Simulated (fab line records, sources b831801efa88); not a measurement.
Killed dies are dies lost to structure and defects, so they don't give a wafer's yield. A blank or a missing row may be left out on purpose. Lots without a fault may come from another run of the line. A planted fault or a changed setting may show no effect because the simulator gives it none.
One fault seen from 2 desks | flow sky130 | each desk has only its own numbers; what lay behind them comes last

THE TOOL OWNER'S DESK: rie_si-02
The tool's own readings at SKY_POLY_GATE_ETCH_17 (etches poly-Si in HBr/Cl2, stops on SiO2, target depth 180 nm, time 70.5 s): means of the sampled wafers that have a number, for each lot that ran on this tool. A lot is out of limits, marked OUT, if its mean lies more than 4 standard deviations from the usual mean; the brackets give that distance.
Columns: A = bias_w at SKY_POLY_GATE_ETCH_17, usual 99.99 W; B = drypump_motor_current_A at SKY_POLY_GATE_ETCH_17, usual 5.9 A; C = oes_product_au at SKY_POLY_GATE_ETCH_17, usual 0.982 a.u.; D = throttle_valve_pct at SKY_POLY_GATE_ETCH_17, usual 33.685 %
lot  | first seen here | A                | B   | C     | D
L630 | day 18 16:10    | 100.02           | 5.7 | 0.978 | 33.677
L636 | day 20 20:33    | 104.09 (+17) OUT | 6.0 | 0.976 | 33.678
L647 | day 24 19:33    | 99.87            | 6.1 | 0.981 | 33.681
This desk's finding: out of limits on L636; first on L636, day 20 20:33 (bias_w at SKY_POLY_GATE_ETCH_17). In limits: L630, L647.

THE METROLOGY DESK
What the gauges read, lot by lot, whatever tool the lot ran on: means of the sampled wafers that have a number. A lot is out of limits, marked OUT, if its mean lies more than 4 standard deviations from the usual mean; the brackets give that distance.
Columns: A = cd_nm at SKY_POLY_GATE_CD_MEAS_13, usual 150.2 nm; B = POLY_GATE_OVL at SKY_POLY_GATE_OVL_MEAS_14, usual 3 nm
lot  | first seen here | A     | B
L626 | day 16 17:47    | 150.4 | 2
L630 | day 18 15:49    | 152.1 | -1
L636 | day 20 20:15    | 151.0 | 7
L645 | day 24 13:57    | 150.8 | 1
L647 | day 24 19:13    | 149.1 | 8
This desk's finding: nothing out of limits on any of the 5 lots.

PUT TOGETHER
The tool owner's desk could have raised an alarm at day 20 20:33, on L636.
The metrology desk saw nothing out of limits.
The metrology desk has L636 on record, within its limits.
Of the lots named, all ran SKY_POLY_GATE_ETCH_17 on rie_si-02.

WHAT THE SIMULATOR HAD PUT IN
Process parameter drift: rie_si-02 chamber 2, from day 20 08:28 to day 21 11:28, at SKY_POLY_GATE_ETCH_17. Setting bias_w, moved by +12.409, from 100. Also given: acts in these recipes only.
Lots struck among those shown: L636.
Hours from the fault's start to each desk's first reading out of limits: the tool owner's desk, 12.
